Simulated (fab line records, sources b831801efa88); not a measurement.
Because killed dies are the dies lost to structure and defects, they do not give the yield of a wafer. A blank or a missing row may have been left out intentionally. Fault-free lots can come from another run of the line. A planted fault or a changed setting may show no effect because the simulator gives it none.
Comparing a struck lot with a sound one -- flow sky130 -- 36 steps out of a route of 708
Sound: these wafers, L753.2, L753.3, L753.4. Struck: wafers L763.3, L763.4, L763.5. The cause is named last.
Each step with rows lists, per side, the tool, then ch with its chambers, then its first start. Under that, the readings that differ: sound wafers -- struck wafers -- difference of the means -- sigmas: that difference in standard deviations of wafers without a fault.
alike: words and numbers the same on both sides, and readings whose means are apart by under 2 such deviations; not compared: readings that were withheld, readings missing a value for some wafer, numbers with overlapping values and no deviation given by the record, and bounds like >300 which may hide the same value.
Wherever a step has rows on one side only, a row that says differs or no value, or a row with sigmas, the two part there. Numbers that don't overlap but have no deviation are shown without sigmas and don't part them. Lack of a reading on every wafer of one side parts them only where that side has two or more wafers.

first, 10 steps without rows for these wafers: SKY_GATE_OXIDE_COAT_05 (resist thk 1140 nm); SKY_GATE_OXIDE_SOFTBAKE_06 (time 60 s); SKY_GATE_OXIDE_EXPOSE_07 (exposes mask LVOM, target cd 600 nm); SKY_GATE_OXIDE_PEB_08; SKY_GATE_OXIDE_DEVELOP_09 (develop time 60 s); SKY_GATE_OXIDE_IMPLANT_11; SKY_GATE_OXIDE_WET_ETCH_12 (etches SiO2 in dHF, target depth 16.8 nm, time 331.5 s); SKY_GATE_OXIDE_STRIP_13 (strips in O2/N2); SKY_GATE_OXIDE_CLEAN_15 (cleans in SC1/SC2, time 150 s); SKY_GATE_OXIDE_OXIDATION_16 (stabilise 600 s, purge 300 s, target thk 3.57 nm).
SKY_POLY_GATE_CVD_00: deposits poly-Si, target thk 180 nm, time 720 s.
  sound on lpcvd-01 ch 1, day 14 10:49; struck on lpcvd-01 ch 0, day 18 16:07
reading,sound,struck,difference,sigmas
model.poly-Si_of_POLY_GATE_CVD_00.thk-nm (nm),178.7 180.8 179.4,154.2 153.1 154.1,-25.8,
  alike: zone-power-centre-pct
SKY_POLY_GATE_THK_MEAS_01:
  sound on film-metro-04, day 14 12:01; struck on film-metro-01, day 18 17:20
reading,sound,struck,difference,sigmas
POLY_GATE_CVD_00_THK (nm),178.7 180.9 179.4,154.2 153.0 154.0,-25.9,-16
then, 9 steps without rows for these wafers: SKY_RES_PROTECT_DEHYDRATE_00 (time 60 s); SKY_RES_PROTECT_HMDS_01 (prime time 60 s); SKY_RES_PROTECT_COAT_02 (resist thk 1140 nm); SKY_RES_PROTECT_SOFTBAKE_03 (time 60 s); SKY_RES_PROTECT_EXPOSE_04 (exposes mask RPM, target cd 1270 nm); SKY_RES_PROTECT_PEB_05; SKY_RES_PROTECT_DEVELOP_06 (develop time 60 s); SKY_POLY_GATE_IMPLANT_02; SKY_RES_PROTECT_STRIP_07 (strips in O2/N2).
SKY_RES_PROTECT_CLEAN_09: cleans in SC1/SC2, time 150 s.
  sound on wet-bench-02 ch 3, day 15 15:49; struck on wet-bench-02 ch 0, day 19 23:55
reading,sound,struck,difference,sigmas
model.poly-Si_of_POLY_GATE_CVD_00.thk-nm (nm),178.1 180.2 178.8,153.6 152.5 153.4,-25.9,
then, 11 steps without rows for these wafers: SKY_POLY_GATE_CVD_03 (deposits Si3N4 from DCS/NH3, target thk 75 nm, time 1290 s); SKY_POLY_GATE_DEHYDRATE_05 (time 60 s); SKY_POLY_GATE_HMDS_06 (prime time 60 s); SKY_POLY_GATE_COAT_07 (resist thk 110 nm); SKY_POLY_GATE_COAT_08 (resist thk 450 nm); SKY_POLY_GATE_SOFTBAKE_09 (time 90 s); SKY_POLY_GATE_EXPOSE_10 (exposes mask P1M, target cd 150 nm); SKY_POLY_GATE_PEB_11; SKY_POLY_GATE_DEVELOP_12 (develop time 60 s); SKY_POLY_GATE_ETCH_15 (etches BARC in N2/H2, stops on SiO2, time 118.5 s, target depth 110 nm); SKY_POLY_GATE_ETCH_16 (etches Si3N4 in CH3F/O2, stops on poly-Si, time 147.5 s, target depth 75 nm).
SKY_POLY_GATE_ETCH_17: etches poly-Si in HBr/Cl2, stops on SiO2, target depth 180 nm, time 70.5 s.
  sound on rie-si-02 ch 0,1,2, day 17 00:35; struck on rie-si-01 ch 1,3, day 21 08:34
reading,sound,struck,difference,sigmas
he-backside-leak-sccm (sccm),2.9 4.8 2.3,2.2 2.6 2.6,-0.9,-3
oes-product-au (a.u.),0.983 0.988 0.989,0.886 0.888 0.890,-0.099,-14
model.etch.depth-nm (nm),178 180.2 178.8,153.6 152.5 153.4,-25.8,
model.POLY_GATE.feature-depth-nm (nm),178 180.2 178.8,153.6 152.5 153.4,-25.8,
  alike: drypump-motor-current-A, throttle-valve-pct
  not compared: rf-hours-counter-h
then, 1 step without rows for these wafers: SKY_POLY_GATE_STRIP_18 (strips in O2/N2).
-- here the record skips 28 days between the struck wafers' starts before and after, leaving off in module POLY_GATE and picking up in module PAD_OPEN (first step shown: number 708 of the route) --
SKY_PAD_OPEN_PROBE_99:
  sound on prober-01, day 46 06:04; struck on prober-02, day 49 04:31
reading,sound,struck,difference,sigmas
model.etest.res-xhigh-po.line-ohm-um,5906 5878 6252,5749 5685 5693,-303,
model.etest.res-xhigh-po.rs-ohm-sq,2035 2074 2152,2010 1978 1994,-93,
model.etest.res-high-po.line-ohm-um,733 733.3 757.4,825.7 828.9 816.9,+82.6,
model.etest.res-poly.line-ohm-um,520.5 507.8 522,560.8 588.2 576.2,+58.3,
model.etest.res-high-po.rs-ohm-sq,257.5 254.3 265.2,289.4 287.9 290.6,+30.3,
model.etest.licon-high-po.rc-ohm,334.2 353.6 345.4,323.6 313.8 322.7,-24.4,
model.etest.cap-li-to-poly.c-af-um2,98 98.82 99.72,88.85 89.96 91.03,-8.90,
model.etest.res-poly.rs-ohm-sq,47.75 47.83 48.48,54.66 54.8 54.65,+6.68,
  alike: killed_at_M0_to_M3, killed_at_M4_up, killed-at-contacts, killed-at-front-end, killed-at-other, killed-dies, killed-on-rim, killed-open, killed-short

## WHERE THEY PART
At SKY_POLY_GATE_THK_MEAS_01 first; at SKY_POLY_GATE_ETCH_17 last (within this record only). Later steps at which nothing parts them and some readings are alike: SKY_PAD_OPEN_PROBE_99.

WHY: the cause the simulator had injected
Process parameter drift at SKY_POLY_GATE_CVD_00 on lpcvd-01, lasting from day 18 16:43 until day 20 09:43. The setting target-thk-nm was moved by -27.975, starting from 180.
